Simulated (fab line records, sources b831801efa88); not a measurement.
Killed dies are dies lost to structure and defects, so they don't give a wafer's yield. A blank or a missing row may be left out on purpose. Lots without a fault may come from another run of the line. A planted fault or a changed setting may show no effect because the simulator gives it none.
fab line records | flow sky130
record lots=7 wafers=21 last_day=51
route steps=708 shown METAL1@442
lots that met no fault: from a run of the same line without faults
start_h: hours from the record's first day to the start of the lot's first wafer shown | wait_h: hours since the lot's step before | " the same as in the row above | L1.1+2: a row that stands for several wafers | - no value, or no start given | * or withheld: withheld | < > ~ a bound
route shown NAME@n: a module of which the file shows steps, and the number in the route of the first | usual: mean/standard deviation of fault-free wafers | same: alike in all rows | chamber/n: place in a boat | sites: the reading at each site | _std_site: their standard deviation | _edge_site: outer sites' mean less inner sites' | radius_mm: how far each site lies from the wafer's centre | mask NAME#n: copy n | behind: the tool/chamber that last shaped the wafer | hold: why the lot was held/for how many hours/how that ended | device: the transistor (n, p or np) that didn't switch | end of line: the same wafers' tests at the end of the route | a step without rows: its recipe alone | killed: dies lost to structure and defects at the first sort, not the wafer's yield | map: a wafer's dies, x killed, . not, _ none there
set.NAME: the setting as run; set.NAME@STEP: as run at that earlier step | model.NAME: the simulator's own value behind a step, which no gauge read
lots at some steps of the route; a table a step, a row a wafer
services: from which hour (start_h, from the record's first day; less than 0 if before it) a tool's chamber was out of use, for how many hours, and why
## steps
# step SKY_METAL1_HMDS_08
# recipe prime_time_s=60 prime_temp_c=120
# step SKY_METAL1_COAT_09
# recipe resist=BARC temp_c=withheld time_s=withheld spin_rpm=3000 resist_thk_nm=60
# step SKY_METAL1_COAT_10
# recipe resist=KrF-thick spin_rpm=3000 resist_thk_nm=450
# step SKY_METAL1_SOFTBAKE_11
# recipe temp_c=100 time_s=90 resist=KrF-thick
# step SKY_METAL1_EXPOSE_12
# recipe mask_id=MM1 na=0.8 source_shape=annular sigma_inner=0.55 sigma_outer=0.85 target_cd_nm=140 dose_mj=28
# step SKY_METAL1_PEB_13
# recipe peb_temp_c=withheld peb_time_s=withheld resist=KrF-thick
# step SKY_METAL1_DEVELOP_14
# recipe develop_time_s=60 resist=KrF-thick dev_temp_c=21
# step SKY_METAL1_CD_MEAS_15
# recipe target_cd_nm=140
# usual cd_nm=140.3/1.9
# columns lot.wafer tool chamber start_h wait_h cd_nm
L273.2 cd_sem-02 - 771.58 - 139.2
L273.4 " - " " 140.9
L273.5 " - " " 140.0
L281.1 cd_sem-02 - 837.44 - 138.3
L281.5 " - " " 138.6
L281.6 " - " " 138.2
L282.1 cd_sem-02 - 846.29 - 140.7
L282.3 " - " " 139.3
L282.4 " - " " 138.4
L283.2 cd_sem-02 - 848.33 - 137.3
L283.3 " - " " 137.8
L283.5 " - " " 136.7
L284.1 cd_sem-01 - 856.41 - 139.3
L284.3 " - " " 139.0
L284.6 " - " " 139.0
L289.2 cd_sem-02 - 892.83 - 140.3
L289.4 " - " " 137.4
L289.5 " - " " 137.5
L295.1 cd_sem-02 - 954.46 - 138.6
L295.4 " - " " 138.0
L295.6 " - " " 136.8
# step SKY_METAL1_OVL_MEAS_16
# usual METAL1_OVL=4/6.3
# columns lot.wafer tool chamber start_h wait_h METAL1_OVL[nm]
L273.2 overlay-01 - 771.68 0.1 4
L273.4 " - " " -1
L273.5 " - " " 3
L281.1 overlay-02 - 837.56 0.1 -5
L281.5 " - " " -4
L281.6 " - " " -4
L282.1 overlay-02 - 846.41 0.1 7
L282.3 " - " " 7
L282.4 " - " " 1
L283.2 overlay-01 - 848.43 0.1 -1
L283.3 " - " " -4
L283.5 " - " " 6
L284.1 overlay-02 - 856.53 0.1 1
L284.3 " - " " -3
L284.6 " - " " -8
L289.2 overlay-01 - 892.93 0.1 2
L289.4 " - " " 1
L289.5 " - " " 6
L295.1 overlay-01 - 954.58 0.1 -1
L295.4 " - " " -6
L295.6 " - " " -4
# step SKY_METAL1_DESCUM_17
# recipe chemistry=O2 source_power_w=150 bias_power_w=0 pressure_mtorr=10 temp_c=40 time_s=8
# usual drypump_motor_current_A=5.4/0.35 oes_product_au=0.995/0.0097
# columns lot.wafer tool chamber start_h wait_h drypump_motor_current_A oes_product_au rf_hours_counter_h
L273.2 rie_metal-03 0 771.72 0.0 5.0 1.000 -
L273.4 " 0 " " 5.0 0.990 -
L273.5 " 0 " " 5.0 1.000 -
L281.1 rie_metal-03 1 837.59 0.0 5.5 0.984 1
L281.5 " 0 " " 5.0 1.003 -
L281.6 " 1 " " 5.5 0.993 -
L282.1 rie_metal-03 1 846.44 0.0 5.5 0.990 1
L282.3 " 1 " " 5.5 0.994 -
L282.4 " 0 " " 5.0 0.997 -
L283.2 rie_metal-03 0 848.46 0.0 5.1 1.003 4
L283.3 " 0 " " 5.0 0.996 -
L283.5 " 1 " " 5.5 0.995 -
L284.1 rie_metal-02 1 856.56 0.0 5.2 1.006 5
L284.3 " 0 " " 5.3 0.991 -
L284.6 " 1 " " 5.2 1.001 -
L289.2 rie_metal-03 1 892.96 0.0 5.5 0.999 3
L289.4 " 1 " " 5.5 0.991 -
L289.5 " 1 " " 5.5 0.984 -
L295.1 rie_metal-02 0 954.61 0.0 5.3 1.013 10
L295.4 " 0 " " 5.3 0.994 -
L295.6 " 0 " " 5.3 1.004 -
# step SKY_METAL1_ETCH_18
# recipe chemistry=N2/H2 target=BARC ion_energy_ev=200 bias_w=100 pressure_mtorr=30 n2_flow_sccm=100 h2_flow_sccm=200 icp_w=500 stop_on=SiO2 time_s=45.9 target_depth_a=600
# usual drypump_motor_current_A=5.4/0.35 oes_product_au=0.855/0.0049 throttle_valve_pct=13.224/0.0092
# columns lot.wafer tool chamber start_h wait_h drypump_motor_current_A oes_product_au rf_hours_counter_h throttle_valve_pct
L273.2 rie_metal-03 0 771.80 0.1 5.0 0.854 - 13.221
L273.4 " 0 " " 5.1 0.846 - 13.250
L273.5 " 0 " " 5.1 0.855 - 13.231
L281.1 rie_metal-03 1 837.62 0.0 5.5 0.855 1 13.229
L281.5 " 0 " " 5.1 0.855 - 13.232
L281.6 " 1 " " 5.5 0.858 - 13.209
L282.1 rie_metal-03 1 846.47 0.0 5.5 0.857 1 13.229
L282.3 " 1 " " 5.5 0.846 - 13.218
L282.4 " 0 " " 5.0 0.857 - 13.217
L283.2 rie_metal-03 0 848.49 0.0 5.1 0.859 4 13.216
L283.3 " 0 " " 5.1 0.853 - 13.226
L283.5 " 1 " " 5.5 0.859 - 13.208
L284.1 rie_metal-02 1 856.59 0.0 5.1 0.855 5 13.214
L284.3 " 0 " " 5.3 0.859 - 13.220
L284.6 " 1 " " 5.1 0.862 - 13.227
L289.2 rie_metal-03 1 892.99 0.0 5.5 0.851 3 13.220
L289.4 " 1 " " 5.5 0.851 - 13.230
L289.5 " 1 " " 5.5 0.855 - 13.226
L295.1 rie_metal-02 0 954.64 0.0 5.3 0.857 10 13.231
L295.4 " 0 " " 5.3 0.851 - 13.229
L295.6 " 0 " " 5.3 0.865 - 13.229
# step SKY_METAL1_METAL_ETCH_19
# recipe target_depth_a=3600 stop_on=SiO2 over_etch_frac=0.3 time_s=78 chemistry=Cl2/BCl3 resist_sidewall_deg=88 pressure_mtorr=10 icp_w=900 bias_w=48.5 Cl2_flow_sccm=60 bcl3_flow_sccm=30
# usual drypump_motor_current_A=5.4/0.35 oes_product_au=0.852/0.0057 throttle_valve_pct=22.264/0.0093
# columns lot.wafer tool chamber start_h wait_h drypump_motor_current_A oes_product_au rf_hours_counter_h throttle_valve_pct
L273.2 rie_metal-03 0 771.93 0.1 5.0 0.849 - 22.259
L273.4 " 0 " " 5.1 0.859 - 22.258
L273.5 " 0 " " 5.1 0.859 - 22.275
L281.1 rie_metal-03 1 837.69 0.0 5.5 0.852 1 22.245
L281.5 " 0 " " 5.1 0.850 - 22.276
L281.6 " 1 " " 5.5 0.850 - 22.268
L282.1 rie_metal-03 1 846.54 0.0 5.5 0.847 1 22.272
L282.3 " 1 " " 5.5 0.855 - 22.277
L282.4 " 0 " " 5.0 0.852 - 22.250
L283.2 rie_metal-03 0 848.56 0.0 5.0 0.843 4 22.258
L283.3 " 0 " " 5.0 0.838 - 22.258
L283.5 " 1 " " 5.5 0.845 - 22.250
L284.1 rie_metal-02 1 856.66 0.0 5.1 0.856 5 22.261
L284.3 " 0 " " 5.3 0.858 - 22.291
L284.6 " 1 " " 5.1 0.857 - 22.257
L289.2 rie_metal-03 1 893.06 0.0 5.5 0.852 3 22.265
L289.4 " 1 " " 5.5 0.852 - 22.267
L289.5 " 1 " " 5.5 0.859 - 22.258
L295.1 rie_metal-02 0 954.71 0.0 5.3 0.856 11 22.276
L295.4 " 0 " " 5.3 0.850 - 22.265
L295.6 " 0 " " 5.3 0.859 - 22.280
# step SKY_METAL1_STRIP_20
# recipe chemistry=O2/N2 power_w=1400 pressure_mtorr=1500 platen_temp_c=withheld o2_flow_sccm=3000 n2_flow_sccm=300 overash_fraction=0.5495
# usual chamber_pressure_mTorr=1500.1/1.3 drypump_motor_current_A=6.0/0.33 oes_product_au=0.344/0.0052 strip_time_to_endpoint_s=2.73/0.045
# columns lot.wafer tool chamber start_h wait_h chamber_pressure_mTorr drypump_motor_current_A oes_product_au rf_hours_counter_h strip_time_to_endpoint_s model.KrF-thick_of_METAL1_COAT_10.thk_nm
L273.2 plasma_asher-01 0 772.08 0.1 1498.5 5.5 0.349 35 2.78 0
L273.4 " 0 " " 1500.4 5.6 0.349 - 2.76 0
L273.5 " 1 " " 1498.8 6.2 0.339 - 2.75 0
L281.1 plasma_asher-02 1 837.78 0.1 - - - - - 164.9
L281.5 " 0 " " - - - - - 162.2
L281.6 " 1 " " - - - - - 162.4
L282.1 plasma_asher-03 1 846.63 0.1 - - - - - 164.1
L282.3 " 0 " " - - - - - 163
L282.4 " 1 " " - - - - - 161.8
L283.2 plasma_asher-02 0 848.65 0.1 - - - - - 165.2
L283.3 " 0 " " - - - - - 163.8
L283.5 " 1 " " - - - - - 162.9
L284.1 plasma_asher-01 0 856.75 0.1 1501.6 5.5 0.340 44 2.68 0
L284.3 " 0 " " 1499.3 5.5 0.351 - 2.75 0
L284.6 " 1 " " 1498.1 6.3 0.337 - 2.65 0
L289.2 plasma_asher-01 0 893.15 0.1 1499.3 5.5 0.347 48 2.74 0
L289.4 " 1 " " 1500.2 6.3 0.345 - 2.77 0
L289.5 " 1 " " 1499.5 6.3 0.346 - 2.75 0
L295.1 plasma_asher-03 1 954.80 0.1 1500.1 5.6 0.347 115 2.71 0
L295.4 " 1 " " 1499.6 5.6 0.343 - 2.70 0
L295.6 " 1 " " 1500.8 5.6 0.336 - 2.69 0
# step SKY_METAL1_STRIP_21
# recipe chemistry=post_etch_residue_remover time_s=1200 temp_c=72.5
## services
# columns tool chamber start_h hours kind
rie_metal-02 - 760.79 2.8 pm
rie_metal-03 1 766.16 9.4 repair
plasma_asher-02 - 772.06 7.3 pm
rie_metal-03 1 789.32 - clean
rie_metal-03 1 789.32 22.2 scheduled_down
rie_metal-03 1 789.32 22.2 vent_cycle
plasma_asher-03 - 791.60 4.0 repair
rie_metal-03 0 817.27 5.3 repair
rie_metal-02 0 905.12 13.0 repair
plasma_asher-02 - 906.54 1.3 repair
rie_metal-03 1 909.85 18.4 repair
rie_metal-02 1 915.07 13.8 repair
rie_metal-02 0 944.98 5.0 repair
plasma_asher-01 - 948.41 1.1 repair
## key
first_sign step=SKY_METAL1_STRIP_20 reading=tool_record direction=missing
effect none on later readings
model_effect step=SKY_METAL1_STRIP_20 value=KrF-thick_of_METAL1_COAT_10.thk_nm without=0 struck=163.4
met_at SKY_METAL1_STRIP_20
struck_wafers L281.1,L281.5,L281.6,L282.1,L282.3,L282.4,L283.2,L283.3,L283.5
later_rows_left_out L281.1,L281.5,L281.6,L282.1,L282.3,L282.4,L283.2,L283.3,L283.5
sort_left_out L281.1,L281.5,L281.6,L282.1,L282.3,L282.4,L283.2,L283.3,L283.5
fault kind=skipped_step_whole tool=plasma_asher-02,plasma_asher-03 chamber=- onset_h=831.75 steps=SKY_METAL1_STRIP_20 scope=struck_lots_only
# sort_left_out: the simulated sort isn't trusted on such a fault, so these wafers' sort isn't shown, and their yield isn't known
# later_rows_left_out: the simulator's readings of these wafers behind a module that went badly wrong aren't trusted and aren't shown, but for the sort
